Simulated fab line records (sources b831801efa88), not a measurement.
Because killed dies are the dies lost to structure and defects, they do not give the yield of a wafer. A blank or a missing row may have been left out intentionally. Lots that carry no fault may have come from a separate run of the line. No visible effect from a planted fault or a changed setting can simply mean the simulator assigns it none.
Comparing a struck lot with a sound one	flow sky130	14 steps out of a route of 708
Sound: the wafers L977.1, L977.5, L977.6. Struck: wafers L986.2, L986.5, L986.6. The cause is given at the end.
Per side, at each step with rows, come the tool, then ch with its chambers, and then its first start. Under that, the readings that differ: sound wafers	struck wafers	difference of the means	sigmas: that difference in standard deviations of wafers without a fault.
alike: words and numbers the same on both sides, and readings whose means are apart by under 2 such deviations; not compared: readings that were withheld, readings missing a value for some wafer, numbers with overlapping values and no deviation given by the record, and bounds like >300 which may hide the same value.
The two part at a step that has a row with sigmas, a row that says differs or no value, or rows on one side only. Numbers that have no deviation but don't overlap get no sigmas and don't part them. Lack of a reading on every wafer of one side parts them only where that side has two or more wafers.

first, 1 step without rows for these wafers: SKY_VT_ADJUST_NCORE_DEVELOP_06 (develop time 60 s).
SKY_VT_ADJUST_NCORE_CD_MEAS_07: target cd 380 nm.
  sound: cd-sem-02 at day 9 20:22; struck: cd-sem-01 at day 12 08:47
  alike: cd-nm
SKY_VT_ADJUST_NCORE_OVL_MEAS_08:
  sound: overlay-01 at day 9 20:29; struck: overlay-01 at day 12 08:53
  alike: VT_ADJUST_NCORE_OVL
following that, these wafers have no rows for 1 step: SKY_VT_ADJUST_NCORE_IMPLANT_09.
SKY_VT_ADJUST_NCORE_STRIP_10: strips in O2/N2.
  sound on plasma-asher-03 ch 0,1, day 9 20:40; struck on plasma-asher-01 ch 0,1, day 12 09:04
  alike: drypump-motor-current-A, n2-flow-sccm, oes-product-au, strip-time-to-endpoint-s
  not compared: rf-hours-counter-h
SKY_VT_ADJUST_NCORE_TW_MEAS_11:
  sound: film-metro-04 at day 9 20:46; struck: film-metro-03 at day 12 09:10
  alike: VT_ADJUST_NCORE_TW
then, 6 steps without rows for these wafers: SKY_VT_ADJUST_HVTR_DEHYDRATE_00 (time 60 s); SKY_VT_ADJUST_HVTR_HMDS_01 (prime time 60 s); SKY_VT_ADJUST_HVTR_COAT_02 (resist thk 1140 nm); SKY_VT_ADJUST_HVTR_SOFTBAKE_03 (time 60 s); SKY_VT_ADJUST_HVTR_EXPOSE_04 (exposes mask HVTRM, target cd 380 nm); SKY_VT_ADJUST_HVTR_PEB_05.
SKY_VT_ADJUST_HVTR_DEVELOP_06: develop time 60 s.
  sound on litho-track-02 ch 0, day 10 19:46; struck on litho-track-02, day 13 10:23
  no value came back on the struck wafers for chill-plate-temp-C (C), develop-time-s (s); on the sound wafers chill-plate-temp-C (C) reads 23.00 22.86 22.86
SKY_VT_ADJUST_HVTR_CD_MEAS_07: target cd 380 nm.
  sound: cd-sem-02 at day 10 19:55; struck: cd-sem-02 at day 13 10:32
reading	sound	struck	difference	sigmas
cd-nm (nm)	384.4 383.7 385.4	- - -	no value on the struck wafers	

## WHERE THEY PART
Earliest at SKY_VT_ADJUST_HVTR_DEVELOP_06; latest, in this record, at SKY_VT_ADJUST_HVTR_CD_MEAS_07.

WHY: what had been put in by the simulator
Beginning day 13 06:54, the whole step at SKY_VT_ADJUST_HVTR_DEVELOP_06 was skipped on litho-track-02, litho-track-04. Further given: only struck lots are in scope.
